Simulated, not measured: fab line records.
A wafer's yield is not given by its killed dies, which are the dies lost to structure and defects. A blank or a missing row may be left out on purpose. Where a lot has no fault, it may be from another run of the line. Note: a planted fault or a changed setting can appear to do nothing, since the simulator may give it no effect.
The tool behind it: which one? :: flow sky130 :: 36 wafers from 12 lots sampled at 5 of the route's 708 steps

WHAT EACH GAUGE READ, for each wafer
SKY_CONTACT_THK_MEAS_01. Usual: CONTACT_CVD_00_THK 75.5 nm, standard deviation 0.9.
lot: L452
measured: day 29 23:37
on: filmMetro-04
CONTACT_CVD_00_THK (nm): 72.9 73.2 73.8
flag: 

lot: L453
measured: day 30 18:25
on: filmMetro-04
CONTACT_CVD_00_THK (nm): 75.8 76.1 76.6
flag: 

lot: L454
measured: day 31 05:28
on: filmMetro-04
CONTACT_CVD_00_THK (nm): 75.2 74.6 76.1
flag: 

lot: L455
measured: day 31 15:31
on: filmMetro-03
CONTACT_CVD_00_THK (nm): 75.7 76.9 77.3
flag: 

lot: L457
measured: day 32 00:38
on: filmMetro-03
CONTACT_CVD_00_THK (nm): 74.0 76.0 74.8
flag: 

lot: L458
measured: day 32 08:33
on: filmMetro-03
CONTACT_CVD_00_THK (nm): 75.3 74.0 76.1
flag: 

lot: L462
measured: day 34 02:41
on: filmMetro-02
CONTACT_CVD_00_THK (nm): 75.9 76.3 75.8
flag: 

lot: L466
measured: day 35 03:48
on: filmMetro-03
CONTACT_CVD_00_THK (nm): 73.1 74.8 74.8
flag: 

lot: L467
measured: day 35 14:41
on: filmMetro-02
CONTACT_CVD_00_THK (nm): 75.1 76.2 75.6
flag: 

lot: L470
measured: day 36 13:10
on: filmMetro-02
CONTACT_CVD_00_THK (nm): 75.3 74.7 75.8
flag: 

lot: L474
measured: day 37 11:02
on: filmMetro-04
CONTACT_CVD_00_THK (nm): 75.3 75.8 76.3
flag: 

lot: L475
measured: day 38 07:09
on: filmMetro-02
CONTACT_CVD_00_THK (nm): 75.2 76.4 75.5
flag: 

SKY_CONTACT_THK_MEAS_26: measures by xrf. Usual: CONTACT_W_THK 344 nm, standard deviation 4.4.
lot: L452
measured: day 31 04:53
on: filmMetro-02
CONTACT_W_THK (nm): 351 348 345
flag: 

lot: L453
measured: day 31 23:45
on: filmMetro-04
CONTACT_W_THK (nm): 336 340 342
flag: 

lot: L454
measured: day 32 11:16
on: filmMetro-04
CONTACT_W_THK (nm): 334 343 331
flag: 

lot: L455
measured: day 32 20:43
on: filmMetro-04
CONTACT_W_THK (nm): 345 346 341
flag: 

lot: L457
measured: day 33 06:06
on: filmMetro-04
CONTACT_W_THK (nm): 340 338 339
flag: 

lot: L458
measured: day 33 14:13
on: filmMetro-02
CONTACT_W_THK (nm): 348 349 342
flag: 

lot: L462
measured: day 35 06:46
on: filmMetro-04
CONTACT_W_THK (nm): 343 344 343
flag: 

lot: L466
measured: day 36 07:48
on: filmMetro-03
CONTACT_W_THK (nm): 345 344 347
flag: 

lot: L467
measured: day 36 18:09
on: filmMetro-02
CONTACT_W_THK (nm): 339 339 345
flag: 

lot: L470
measured: day 37 16:54
on: filmMetro-02
CONTACT_W_THK (nm): 344 345 345
flag: 

lot: L474
measured: day 38 14:28
on: filmMetro-04
CONTACT_W_THK (nm): 338 342 336
flag: 

lot: L475
measured: day 39 10:12
on: filmMetro-04
CONTACT_W_THK (nm): 347 340 342
flag: 

TOOL THAT RAN EACH LOT (tool first, then ch and the chambers of the sampled wafers, then the start)
lot: L452
SKY_POLY_CUT_COAT_03: lithoTrack-02 ch 0, day 23 03:00
SKY_POLY_CUT_STRIP_12: plasmaAsher-04 ch 0,1, day 23 18:48
SKY_SD_N_STRIP_11: plasmaAsher-04 ch 0,1, day 27 10:50

lot: L453
SKY_POLY_CUT_COAT_03: lithoTrack-02 ch 0, day 23 22:00
SKY_POLY_CUT_STRIP_12: plasmaAsher-04 ch 0,1, day 24 13:25
SKY_SD_N_STRIP_11: plasmaAsher-04 ch 0,1, day 28 05:29

lot: L454
SKY_POLY_CUT_COAT_03: lithoTrack-03 ch 0, day 24 11:00
SKY_POLY_CUT_STRIP_12: plasmaAsher-01 ch 0,1, day 25 02:41
SKY_SD_N_STRIP_11: plasmaAsher-04 ch 0,1, day 28 17:38

lot: L455
SKY_POLY_CUT_COAT_03: lithoTrack-02 ch 0, day 24 22:00
SKY_POLY_CUT_STRIP_12: plasmaAsher-04 ch 0,1, day 25 13:42
SKY_SD_N_STRIP_11: plasmaAsher-04 ch 0,1, day 29 03:20

lot: L457
SKY_POLY_CUT_COAT_03: lithoTrack-02 ch 0, day 25 07:00
SKY_POLY_CUT_STRIP_12: plasmaAsher-04 ch 0,1, day 25 23:38
SKY_SD_N_STRIP_11: plasmaAsher-02 ch 0,1, day 29 14:02

lot: L458
SKY_POLY_CUT_COAT_03: lithoTrack-02 ch 0, day 25 17:00
SKY_POLY_CUT_STRIP_12: plasmaAsher-04 ch 1, day 26 07:38
SKY_SD_N_STRIP_11: plasmaAsher-02 ch 0, day 29 22:14

lot: L462
SKY_POLY_CUT_COAT_03: lithoTrack-03 ch 0, day 27 11:00
SKY_POLY_CUT_STRIP_12: plasmaAsher-02 ch 0,1, day 28 02:00
SKY_SD_N_STRIP_11: plasmaAsher-04 ch 1, day 31 15:26

lot: L466
SKY_POLY_CUT_COAT_03: lithoTrack-03 ch 0, day 28 16:00
SKY_POLY_CUT_STRIP_12: plasmaAsher-04 ch 0,1, day 29 06:44
SKY_SD_N_STRIP_11: plasmaAsher-03 ch 0,1, day 32 18:41

lot: L467
SKY_POLY_CUT_COAT_03: lithoTrack-03 ch 0, day 29 03:00
SKY_POLY_CUT_STRIP_12: plasmaAsher-04 ch 1, day 29 17:57
SKY_SD_N_STRIP_11: plasmaAsher-03 ch 0,1, day 33 04:50

lot: L470
SKY_POLY_CUT_COAT_03: lithoTrack-02 ch 0, day 30 02:00
SKY_POLY_CUT_STRIP_12: plasmaAsher-01 ch 0,1, day 30 16:30
SKY_SD_N_STRIP_11: plasmaAsher-03 ch 0,1, day 34 03:41

lot: L474
SKY_POLY_CUT_COAT_03: lithoTrack-02 ch 0, day 31 03:00
SKY_POLY_CUT_STRIP_12: plasmaAsher-04 ch 0,1, day 31 17:21
SKY_SD_N_STRIP_11: plasmaAsher-04 ch 0,1, day 35 02:35

lot: L475
SKY_POLY_CUT_COAT_03: lithoTrack-03 ch 0, day 32 01:00
SKY_POLY_CUT_STRIP_12: plasmaAsher-01 ch 0,1, day 32 14:15
SKY_SD_N_STRIP_11: plasmaAsher-03 ch 0,1, day 35 23:43
- SKY_POLY_CUT_COAT_03: resist thk 450 nm.
- SKY_POLY_CUT_STRIP_12: strips in O2/N2.
- SKY_SD_N_STRIP_11: strips in O2/N2.

WHAT THE TOOLS THEMSELVES READ (means of the sampled wafers that have a number; where no wafer has one, the mark that the record gives instead)
SKY_POLY_CUT_COAT_03. Usual: 3000.1 rpm for spinSpeedRpm, sd 2.3.
lot: L452
tool: lithoTrack-02
spinSpeedRpm (rpm): 3001.2
flag: 

lot: L453
tool: lithoTrack-02
spinSpeedRpm (rpm): 3000.0
flag: 

lot: L454
tool: lithoTrack-03
spinSpeedRpm (rpm): 2998.6
flag: 

lot: L455
tool: lithoTrack-02
spinSpeedRpm (rpm): 3001.8
flag: 

lot: L457
tool: lithoTrack-02
spinSpeedRpm (rpm): 2999.9
flag: 

lot: L458
tool: lithoTrack-02
spinSpeedRpm (rpm): 2997.0
flag: 

lot: L462
tool: lithoTrack-03
spinSpeedRpm (rpm): 3000.5
flag: 

lot: L466
tool: lithoTrack-03
spinSpeedRpm (rpm): 2943.7
flag: OFF

lot: L467
tool: lithoTrack-03
spinSpeedRpm (rpm): 2946.0
flag: OFF

lot: L470
tool: lithoTrack-02
spinSpeedRpm (rpm): 2998.7
flag: 

lot: L474
tool: lithoTrack-02
spinSpeedRpm (rpm): 3001.1
flag: 

lot: L475
tool: lithoTrack-03
spinSpeedRpm (rpm): 2999.4
flag: 

SKY_POLY_CUT_STRIP_12. Usual: drypumpMotorCurrentA 5.5 A, standard deviation 0.38; oesProductAu 0.452 a.u., standard deviation 0.0045; stripTimeToEndpointS 5.354 s, standard deviation 0.018.
lot: L452
tool: plasmaAsher-04
drypumpMotorCurrentA (A): 5.1
oesProductAu (a.u.): 0.452
stripTimeToEndpointS (s): 5.349
flag: 

lot: L453
tool: plasmaAsher-04
drypumpMotorCurrentA (A): 5.1
oesProductAu (a.u.): 0.452
stripTimeToEndpointS (s): 5.355
flag: 

lot: L454
tool: plasmaAsher-01
drypumpMotorCurrentA (A): 5.9
oesProductAu (a.u.): 0.452
stripTimeToEndpointS (s): 5.383
flag: 

lot: L455
tool: plasmaAsher-04
drypumpMotorCurrentA (A): 5.2
oesProductAu (a.u.): 0.451
stripTimeToEndpointS (s): 5.342
flag: 

lot: L457
tool: plasmaAsher-04
drypumpMotorCurrentA (A): 5.3
oesProductAu (a.u.): 0.452
stripTimeToEndpointS (s): 5.375
flag: 

lot: L458
tool: plasmaAsher-04
drypumpMotorCurrentA (A): 4.9
oesProductAu (a.u.): 0.451
stripTimeToEndpointS (s): 5.357
flag: 

lot: L462
tool: plasmaAsher-02
drypumpMotorCurrentA (A): 5.4
oesProductAu (a.u.): 0.448
stripTimeToEndpointS (s): 5.343
flag: 

lot: L466
tool: plasmaAsher-04
drypumpMotorCurrentA (A): 5.2
oesProductAu (a.u.): 0.451
stripTimeToEndpointS (s): 5.404
flag: 

lot: L467
tool: plasmaAsher-04
drypumpMotorCurrentA (A): 4.9
oesProductAu (a.u.): 0.456
stripTimeToEndpointS (s): 5.400
flag: 

lot: L470
tool: plasmaAsher-01
drypumpMotorCurrentA (A): 6.0
oesProductAu (a.u.): 0.453
stripTimeToEndpointS (s): 5.357
flag: 

lot: L474
tool: plasmaAsher-04
drypumpMotorCurrentA (A): 5.2
oesProductAu (a.u.): 0.454
stripTimeToEndpointS (s): 5.347
flag: 

lot: L475
tool: plasmaAsher-01
drypumpMotorCurrentA (A): 6.0
oesProductAu (a.u.): 0.452
stripTimeToEndpointS (s): 5.372
flag: 

SKY_SD_N_STRIP_11. Usual: drypumpMotorCurrentA 5.31 A, standard deviation 0.21; oesProductAu 0.527 a.u., standard deviation 0.0046; stripTimeToEndpointS 22.56 s, standard deviation 0.045.
lot: L452
tool: plasmaAsher-04
drypumpMotorCurrentA (A): 5.11
oesProductAu (a.u.): 0.524
stripTimeToEndpointS (s): 22.60
flag: 

lot: L453
tool: plasmaAsher-04
drypumpMotorCurrentA (A): 5.10
oesProductAu (a.u.): 0.530
stripTimeToEndpointS (s): 22.51
flag: 

lot: L454
tool: plasmaAsher-04
drypumpMotorCurrentA (A): 5.27
oesProductAu (a.u.): 0.526
stripTimeToEndpointS (s): 22.58
flag: 

lot: L455
tool: plasmaAsher-04
drypumpMotorCurrentA (A): 5.12
oesProductAu (a.u.): 0.519
stripTimeToEndpointS (s): 22.58
flag: 

lot: L457
tool: plasmaAsher-02
drypumpMotorCurrentA (A): 5.34
oesProductAu (a.u.): 0.528
stripTimeToEndpointS (s): 22.60
flag: 

lot: L458
tool: plasmaAsher-02
drypumpMotorCurrentA (A): 5.31
oesProductAu (a.u.): 0.529
stripTimeToEndpointS (s): 22.52
flag: 

lot: L462
tool: plasmaAsher-04
drypumpMotorCurrentA (A): 4.93
oesProductAu (a.u.): 0.532
stripTimeToEndpointS (s): 22.60
flag: 

lot: L466
tool: plasmaAsher-03
drypumpMotorCurrentA (A): 5.49
oesProductAu (a.u.): 0.527
stripTimeToEndpointS (s): 22.60
flag: 

lot: L467
tool: plasmaAsher-03
drypumpMotorCurrentA (A): 5.43
oesProductAu (a.u.): 0.525
stripTimeToEndpointS (s): 22.61
flag: 

lot: L470
tool: plasmaAsher-03
drypumpMotorCurrentA (A): 5.51
oesProductAu (a.u.): 0.532
stripTimeToEndpointS (s): 22.59
flag: 

lot: L474
tool: plasmaAsher-04
drypumpMotorCurrentA (A): 5.11
oesProductAu (a.u.): 0.522
stripTimeToEndpointS (s): 22.49
flag: 

lot: L475
tool: plasmaAsher-03
drypumpMotorCurrentA (A): 5.49
oesProductAu (a.u.): 0.527
stripTimeToEndpointS (s): 22.60
flag: 

THE ANSWER, worked out from the rows above alone
Rule: a lot is off if the mean of its wafers that have a number lies more than 3 standard deviations from the usual mean. A lot without any number at a reading at which 4 lots or more have one is off too. Where the step has rows for the other lots, those lots are counted as sound. Order of review: gauges by route order, followed by the tools' own readings, for which a lot's mean as printed above is used. The first step at which some lot is off is used, and at that step the reading that is off furthest; a lot without a number counts as furthest.
Off at SKY_POLY_CUT_COAT_03 (spinSpeedRpm): L466, L467.
A tool fits if, at that step or a process step before it, it ran every lot that is off, and no sound lot after the first of them. Not one of the candidates tried fits.

WHAT THE SIMULATOR HAD INSERTED
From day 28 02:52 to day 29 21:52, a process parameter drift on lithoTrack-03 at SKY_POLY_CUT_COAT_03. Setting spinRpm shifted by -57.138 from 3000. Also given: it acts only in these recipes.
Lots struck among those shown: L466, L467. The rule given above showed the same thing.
